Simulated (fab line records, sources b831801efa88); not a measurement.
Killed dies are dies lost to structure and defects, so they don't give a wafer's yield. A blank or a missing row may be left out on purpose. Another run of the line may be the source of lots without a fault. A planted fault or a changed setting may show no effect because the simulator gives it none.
The tool behind it: which one? || flow gf180mcu || Sampling: 12 lots, 36 wafers, 4 of 602 route steps

== WHAT THE GAUGES SHOWED, per wafer ==
GF_VT_IMPLANT_TW_MEAS_43.
{"lot": "L634", "measured": "day 7 20:37", "on": "film metro-03", "VT_IMPLANT_4_TW": "688 689 688"}
{"lot": "L638", "measured": "day 8 23:55", "on": "film metro-03", "VT_IMPLANT_4_TW": "685 680 682"}
{"lot": "L639", "measured": "day 9 06:52", "on": "film metro-03", "VT_IMPLANT_4_TW": "706 702 705"}
{"lot": "L640", "measured": "day 9 13:08", "on": "film metro-04", "VT_IMPLANT_4_TW": "715 720 715"}
{"lot": "L644", "measured": "day 10 19:02", "on": "film metro-03", "VT_IMPLANT_4_TW": "684 687 689"}
{"lot": "L645", "measured": "day 11 02:23", "on": "film metro-01", "VT_IMPLANT_4_TW": "693 691 688"}
{"lot": "L648", "measured": "day 11 21:55", "on": "film metro-03", "VT_IMPLANT_4_TW": "683 682 684"}
{"lot": "L652", "measured": "day 13 02:00", "on": "film metro-04", "VT_IMPLANT_4_TW": "699 706 702"}
{"lot": "L653", "measured": "day 13 10:17", "on": "film metro-03", "VT_IMPLANT_4_TW": "677 679 678"}
{"lot": "L654", "measured": "day 13 15:57", "on": "film metro-04", "VT_IMPLANT_4_TW": "702 697 698"}
{"lot": "L655", "measured": "day 13 23:45", "on": "film metro-03", "VT_IMPLANT_4_TW": "683 684 683"}
{"lot": "L656", "measured": "day 14 06:35", "on": "film metro-03", "VT_IMPLANT_4_TW": "685 682 681"}

== EACH LOT AND THE TOOL THAT RAN IT (in order: tool; ch and the chambers of the sampled wafers; start) ==
{"lot": "L634", "GF_VT_IMPLANT_STRIP_09": "plasma asher-03 ch 0,1, day 5 22:18", "GF_VT_IMPLANT_IMPLANT_41": "implanter-02 ch 0, day 7 20:23", "GF_VT_IMPLANT_STRIP_42": "plasma asher-02 ch 0,1, day 7 20:30"}
{"lot": "L638", "GF_VT_IMPLANT_STRIP_09": "plasma asher-02 ch 0, day 6 21:45", "GF_VT_IMPLANT_IMPLANT_41": "implanter-03 ch 0, day 8 23:41", "GF_VT_IMPLANT_STRIP_42": "plasma asher-03 ch 0, day 8 23:48"}
{"lot": "L639", "GF_VT_IMPLANT_STRIP_09": "plasma asher-04 ch 0,1, day 7 05:02", "GF_VT_IMPLANT_IMPLANT_41": "implanter-04 ch 0, day 9 06:38", "GF_VT_IMPLANT_STRIP_42": "plasma asher-04 ch 0,1, day 9 06:47"}
{"lot": "L640", "GF_VT_IMPLANT_STRIP_09": "plasma asher-04 ch 0, day 7 11:03", "GF_VT_IMPLANT_IMPLANT_41": "implanter-04 ch 0, day 9 12:53", "GF_VT_IMPLANT_STRIP_42": "plasma asher-02 ch 0,1, day 9 13:02"}
{"lot": "L644", "GF_VT_IMPLANT_STRIP_09": "plasma asher-03 ch 0,1, day 8 14:11", "GF_VT_IMPLANT_IMPLANT_41": "implanter-03 ch 0, day 10 18:49", "GF_VT_IMPLANT_STRIP_42": "plasma asher-02 ch 0,1, day 10 18:56"}
{"lot": "L645", "GF_VT_IMPLANT_STRIP_09": "plasma asher-02 ch 0,1, day 8 20:36", "GF_VT_IMPLANT_IMPLANT_41": "implanter-02 ch 0, day 11 02:08", "GF_VT_IMPLANT_STRIP_42": "plasma asher-02 ch 0,1, day 11 02:17"}
{"lot": "L648", "GF_VT_IMPLANT_STRIP_09": "plasma asher-04 ch 0,1, day 9 15:11", "GF_VT_IMPLANT_IMPLANT_41": "implanter-02 ch 0, day 11 21:40", "GF_VT_IMPLANT_STRIP_42": "plasma asher-03 ch 0,1, day 11 21:48"}
{"lot": "L652", "GF_VT_IMPLANT_STRIP_09": "plasma asher-03 ch 0,1, day 10 17:17", "GF_VT_IMPLANT_IMPLANT_41": "implanter-02 ch 0, day 13 01:45", "GF_VT_IMPLANT_STRIP_42": "plasma asher-02 ch 0,1, day 13 01:54"}
{"lot": "L653", "GF_VT_IMPLANT_STRIP_09": "plasma asher-04 ch 0,1, day 11 00:44", "GF_VT_IMPLANT_IMPLANT_41": "implanter-03 ch 0, day 13 10:04", "GF_VT_IMPLANT_STRIP_42": "plasma asher-04 ch 0,1, day 13 10:11"}
{"lot": "L654", "GF_VT_IMPLANT_STRIP_09": "plasma asher-04 ch 0,1, day 11 06:02", "GF_VT_IMPLANT_IMPLANT_41": "implanter-02 ch 0, day 13 15:43", "GF_VT_IMPLANT_STRIP_42": "plasma asher-03 ch 0,1, day 13 15:50"}
{"lot": "L655", "GF_VT_IMPLANT_STRIP_09": "plasma asher-03 ch 0,1, day 11 12:46", "GF_VT_IMPLANT_IMPLANT_41": "implanter-02 ch 0, day 13 23:32", "GF_VT_IMPLANT_STRIP_42": "plasma asher-04 ch 0,1, day 13 23:40"}
{"lot": "L656", "GF_VT_IMPLANT_STRIP_09": "plasma asher-02 ch 1, day 11 19:11", "GF_VT_IMPLANT_IMPLANT_41": "implanter-02 ch 0, day 14 06:20", "GF_VT_IMPLANT_STRIP_42": "plasma asher-03 ch 0,1, day 14 06:29"}
- GF_VT_IMPLANT_STRIP_09: strips in O2/N2.
- GF_VT_IMPLANT_IMPLANT_41
- GF_VT_IMPLANT_STRIP_42: strips in O2/N2.

== AS READ BY THE TOOLS THEMSELVES (means over the sampled wafers that have a number; for cases with no such wafer, the mark the record gives instead) ==
GF_VT_IMPLANT_STRIP_09.
{"lot": "L634", "tool": "plasma asher-03", "drypump motor current A (A)": 5.8, "heater power w (W)": 328, "o2 flow sccm (sccm)": 2991, "oes product au (a.u.)": 0.719, "strip time to endpoint s (s)": 12.67}
{"lot": "L638", "tool": "plasma asher-02", "drypump motor current A (A)": 6.4, "heater power w (W)": 366, "o2 flow sccm (sccm)": 2996, "oes product au (a.u.)": 0.715, "strip time to endpoint s (s)": 12.65}
{"lot": "L639", "tool": "plasma asher-04", "drypump motor current A (A)": 5.6, "heater power w (W)": 300, "o2 flow sccm (sccm)": 3005, "oes product au (a.u.)": 0.714, "strip time to endpoint s (s)": 12.68}
{"lot": "L640", "tool": "plasma asher-04", "drypump motor current A (A)": 5.2, "heater power w (W)": 280, "o2 flow sccm (sccm)": 2987, "oes product au (a.u.)": 0.717, "strip time to endpoint s (s)": 12.60}
{"lot": "L644", "tool": "plasma asher-03", "drypump motor current A (A)": 5.8, "heater power w (W)": 333, "o2 flow sccm (sccm)": 3009, "oes product au (a.u.)": 0.716, "strip time to endpoint s (s)": 12.69}
{"lot": "L645", "tool": "plasma asher-02", "drypump motor current A (A)": 5.7, "heater power w (W)": 314, "o2 flow sccm (sccm)": 3010, "oes product au (a.u.)": 0.714, "strip time to endpoint s (s)": 12.66}
{"lot": "L648", "tool": "plasma asher-04", "drypump motor current A (A)": 5.6, "heater power w (W)": 299, "o2 flow sccm (sccm)": 2998, "oes product au (a.u.)": 0.718, "strip time to endpoint s (s)": 12.62}
{"lot": "L652", "tool": "plasma asher-03", "drypump motor current A (A)": 5.9, "heater power w (W)": 334, "o2 flow sccm (sccm)": 3005, "oes product au (a.u.)": 0.716, "strip time to endpoint s (s)": 12.65}
{"lot": "L653", "tool": "plasma asher-04", "drypump motor current A (A)": 5.6, "heater power w (W)": 299, "o2 flow sccm (sccm)": 3002, "oes product au (a.u.)": 0.715, "strip time to endpoint s (s)": 12.67}
{"lot": "L654", "tool": "plasma asher-04", "drypump motor current A (A)": 5.4, "heater power w (W)": 286, "o2 flow sccm (sccm)": 3001, "oes product au (a.u.)": 0.717, "strip time to endpoint s (s)": 12.64}
{"lot": "L655", "tool": "plasma asher-03", "drypump motor current A (A)": 5.8, "heater power w (W)": 333, "o2 flow sccm (sccm)": 2994, "oes product au (a.u.)": 0.718, "strip time to endpoint s (s)": 12.59}
{"lot": "L656", "tool": "plasma asher-02", "drypump motor current A (A)": 5.4, "heater power w (W)": 289, "o2 flow sccm (sccm)": 3006, "oes product au (a.u.)": 0.714, "strip time to endpoint s (s)": 12.60}

GF_VT_IMPLANT_IMPLANT_41.
{"lot": "L634", "tool": "implanter-02", "dose ions cm2": 1.013e+12, "faraday current uA": 5.73}
{"lot": "L638", "tool": "implanter-03", "dose ions cm2": 1.013e+12, "faraday current uA": 5.72}
{"lot": "L639", "tool": "implanter-04", "dose ions cm2": 1.100e+12, "faraday current uA": 6.16}
{"lot": "L640", "tool": "implanter-04", "dose ions cm2": 1.101e+12, "faraday current uA": 6.27}
{"lot": "L644", "tool": "implanter-03", "dose ions cm2": 1.012e+12, "faraday current uA": 5.80}
{"lot": "L645", "tool": "implanter-02", "dose ions cm2": 1.014e+12, "faraday current uA": 5.68}
{"lot": "L648", "tool": "implanter-02", "dose ions cm2": 1.012e+12, "faraday current uA": 5.63}
{"lot": "L652", "tool": "implanter-02", "dose ions cm2": 1.014e+12, "faraday current uA": 5.78}
{"lot": "L653", "tool": "implanter-03", "dose ions cm2": 1.013e+12, "faraday current uA": 5.74}
{"lot": "L654", "tool": "implanter-02", "dose ions cm2": 1.012e+12, "faraday current uA": 5.68}
{"lot": "L655", "tool": "implanter-02", "dose ions cm2": 1.014e+12, "faraday current uA": 5.77}
{"lot": "L656", "tool": "implanter-02", "dose ions cm2": 1.013e+12, "faraday current uA": 5.77}

GF_VT_IMPLANT_STRIP_42.
{"lot": "L634", "tool": "plasma asher-02", "drypump motor current A (A)": 6.0, "heater power w (W)": 344, "o2 flow sccm (sccm)": 3001, "oes product au (a.u.)": 0.713, "strip time to endpoint s (s)": 12.61}
{"lot": "L638", "tool": "plasma asher-03", "drypump motor current A (A)": 6.0, "heater power w (W)": 305, "o2 flow sccm (sccm)": 2989, "oes product au (a.u.)": 0.714, "strip time to endpoint s (s)": 12.61}
{"lot": "L639", "tool": "plasma asher-04", "drypump motor current A (A)": 5.4, "heater power w (W)": 291, "o2 flow sccm (sccm)": 2996, "oes product au (a.u.)": 0.718, "strip time to endpoint s (s)": 12.62}
{"lot": "L640", "tool": "plasma asher-02", "drypump motor current A (A)": 5.7, "heater power w (W)": 314, "o2 flow sccm (sccm)": 3005, "oes product au (a.u.)": 0.714, "strip time to endpoint s (s)": 12.62}
{"lot": "L644", "tool": "plasma asher-02", "drypump motor current A (A)": 6.0, "heater power w (W)": 340, "o2 flow sccm (sccm)": 2991, "oes product au (a.u.)": 0.716, "strip time to endpoint s (s)": 12.67}
{"lot": "L645", "tool": "plasma asher-02", "drypump motor current A (A)": 5.7, "heater power w (W)": 317, "o2 flow sccm (sccm)": 3005, "oes product au (a.u.)": 0.714, "strip time to endpoint s (s)": 12.61}
{"lot": "L648", "tool": "plasma asher-03", "drypump motor current A (A)": 5.6, "heater power w (W)": 366, "o2 flow sccm (sccm)": 2996, "oes product au (a.u.)": 0.717, "strip time to endpoint s (s)": 12.58}
{"lot": "L652", "tool": "plasma asher-02", "drypump motor current A (A)": 5.7, "heater power w (W)": 317, "o2 flow sccm (sccm)": 3002, "oes product au (a.u.)": 0.713, "strip time to endpoint s (s)": 12.65}
{"lot": "L653", "tool": "plasma asher-04", "drypump motor current A (A)": 5.6, "heater power w (W)": 299, "o2 flow sccm (sccm)": 3005, "oes product au (a.u.)": 0.716, "strip time to endpoint s (s)": 12.65}
{"lot": "L654", "tool": "plasma asher-03", "drypump motor current A (A)": 5.8, "heater power w (W)": 334, "o2 flow sccm (sccm)": 3008, "oes product au (a.u.)": 0.715, "strip time to endpoint s (s)": 12.60}
{"lot": "L655", "tool": "plasma asher-04", "drypump motor current A (A)": 5.4, "heater power w (W)": 290, "o2 flow sccm (sccm)": 3008, "oes product au (a.u.)": 0.715, "strip time to endpoint s (s)": 12.64}
{"lot": "L656", "tool": "plasma asher-03", "drypump motor current A (A)": 5.8, "heater power w (W)": 333, "o2 flow sccm (sccm)": 2998, "oes product au (a.u.)": 0.712, "strip time to endpoint s (s)": 12.59}

== THE ANSWER, worked out from the rows above alone ==
Rule: what is usual is taken from the lots themselves. The widest of any qualifying gaps counts: lots, ordered by their means at a reading, are off when they make up no more than a third of the lots, leave a main group of 4 or more, and stand apart from it by 3 or more times the standard deviation of that group's means. If all means in a main group match to the digits the tables above print for the reading, that group is not used. A lot without any number at a reading at which 4 lots or more have one is off too. All remaining lots with rows at the step are treated as sound. After the gauges, taken in route order, come the tools' own readings; for these a lot's mean is taken, as printed above. At the first step where some lot is off, the reading lying furthest off is the one used; lots without a number count as furthest.
Off: L639, L640 (GF_VT_IMPLANT_IMPLANT_41, dose ions cm2). For the main group the mean is 1.013e+12 and the standard deviation 7.7e+08.
If a tool, at that step or one of the process steps before it, ran each lot that is off and ran no sound lot following the first of them, it fits. One candidate fits, namely implanter-04 at GF_VT_IMPLANT_IMPLANT_41. It ran no sound lot before its first lot that is off in this sample, so the start can't be narrowed down.
The tool's own readings at GF_VT_IMPLANT_IMPLANT_41 bear it out: on the lots that are off they differ by more than 5 times the standard deviation of the sound lots' means. dose ions cm2 reads 1.100e+12 there against 1.013e+12 on the sound lots; faraday current uA reads 6.21 there against 5.73 on the sound lots.

== WHAT HAD BEEN PUT IN BY THE SIMULATOR ==
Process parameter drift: implanter-04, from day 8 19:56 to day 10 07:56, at GF_VT_IMPLANT_IMPLANT_41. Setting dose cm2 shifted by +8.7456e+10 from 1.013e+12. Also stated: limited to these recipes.
Shown lots that were struck: L639, L640. Same finding as the rule above.
